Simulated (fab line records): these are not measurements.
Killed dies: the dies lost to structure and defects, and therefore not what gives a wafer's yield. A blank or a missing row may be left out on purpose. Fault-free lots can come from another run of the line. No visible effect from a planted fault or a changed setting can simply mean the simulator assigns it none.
Shared-tool check    flow gf180mcu    Sampled: 12 lots, 36 wafers

REASON IT WAS OPENED
GF_HV_LDD_THK_MEAS_57, reading HV_LDD_CVD_56_THK: flagged on 1 of 12 lots. Fault-free wafers read 89.7 nm, with a standard deviation of 0.91.
Rule: a lot is flagged in two cases, either no wafer of it has a number, or all its wafers with numbers fall more than 4 standard deviations from that mean. The rest of the lots are taken to be sound.

lot   measured      on             HV_LDD_CVD_56_THK (nm), wafer by wafer  flag
L912  day 12 09:29  film-metro-04  89.7 90.4 90.9                          
L913  day 12 18:35  film-metro-04  90.4 90.8 90.4                          
L916  day 13 20:12  film-metro-01  90.2 89.7 90.3                          
L917  day 14 02:05  film-metro-02  89.3 90.2 89.2                          
L920  day 15 06:44  film-metro-02  88.7 88.4 88.5                          
L921  day 15 15:40  film-metro-04  88.6 88.7 89.2                          
L922  day 16 00:59  film-metro-04  88.8 88.9 89.4                          
L923  day 16 08:13  film-metro-04  88.6 89.2 88.3                          
L926  day 17 06:23  film-metro-01  89.9 90.0 90.1                          
L927  day 17 12:31  film-metro-02  89.2 90.0 89.4                          
L931  day 18 23:13  film-metro-02  90.0 90.1 89.3                          
L933  day 19 13:46  film-metro-04  96.4 96.2 96.6                          FLAGGED
The mean of the flagged lots' numbers is 96.4 nm, +6.7 nm from the usual (+7 standard deviations).

TOOL THAT RAN EACH LOT
The record keeps 1 process step preceding the reading, out of 602 steps on the route. Read each cell as the tool, then ch plus the chambers that the sampled wafers visited, then the start.
lot   flag     GF_HV_LDD_CVD_56
L912           lpcvd-01 ch 1, day 12 08:04
L913           lpcvd-01 ch 0, day 12 17:10
L916           lpcvd-01 ch 1, day 13 18:47
L917           lpcvd-02 ch 0, day 14 00:40
L920           lpcvd-02 ch 0, day 15 05:17
L921           lpcvd-01 ch 0, day 15 14:14
L922           lpcvd-01 ch 1, day 15 23:32
L923           lpcvd-01 ch 0, day 16 06:04
L926           lpcvd-01 ch 1, day 17 04:14
L927           lpcvd-02 ch 0, day 17 10:23
L931           lpcvd-02 ch 0, day 18 21:47
L933  FLAGGED  lpcvd-01 ch 1, day 19 12:19
What these steps do:
- GF_HV_LDD_CVD_56: deposits Si3N4 from DCS/NH3, target thk 90 nm, time 1543 s.
- GF_HV_LDD_THK_MEAS_57

FLAGGED OVER TOTAL, TOOL BY TOOL (the gauges that took the reading come last)
step                   tool           lots run  flagged  share of the flagged lots  sound lots run after its first flagged lot
GF_HV_LDD_CVD_56       lpcvd-01       8         1        all                        0
GF_HV_LDD_CVD_56       lpcvd-02       4         0        none                       -
GF_HV_LDD_THK_MEAS_57  film-metro-01  2         0        none                       -
GF_HV_LDD_THK_MEAS_57  film-metro-02  4         0        none                       -
GF_HV_LDD_THK_MEAS_57  film-metro-04  6         1        all                        0

WHAT THE TABLE PERMITS
2 rows of the table ran every flagged lot: lpcvd-01 at GF_HV_LDD_CVD_56, film-metro-04 at GF_HV_LDD_THK_MEAS_57.
- lpcvd-01 at GF_HV_LDD_CVD_56 ran 8 lots, 1 of them flagged. Its last sound lot is L926 (day 17 04:14), its first flagged lot L933 (day 19 12:19): a fault that began between those two fits. Its own readings lie more than 4 standard deviations out on every wafer of the flagged lots: susceptor-temp-C.
- film-metro-04 at GF_HV_LDD_THK_MEAS_57 ran 6 lots, 1 of them flagged. Its last sound lot is L923 (day 16 08:13), its first flagged lot L933 (day 19 13:46): a fault that began between those two fits.
Counting lots can't tell these 2 tools apart, because each fits a fault that began at some hour. More lots, or a look at what each step does to the wafer, might.

WHAT THE SIMULATOR HAD INSERTED
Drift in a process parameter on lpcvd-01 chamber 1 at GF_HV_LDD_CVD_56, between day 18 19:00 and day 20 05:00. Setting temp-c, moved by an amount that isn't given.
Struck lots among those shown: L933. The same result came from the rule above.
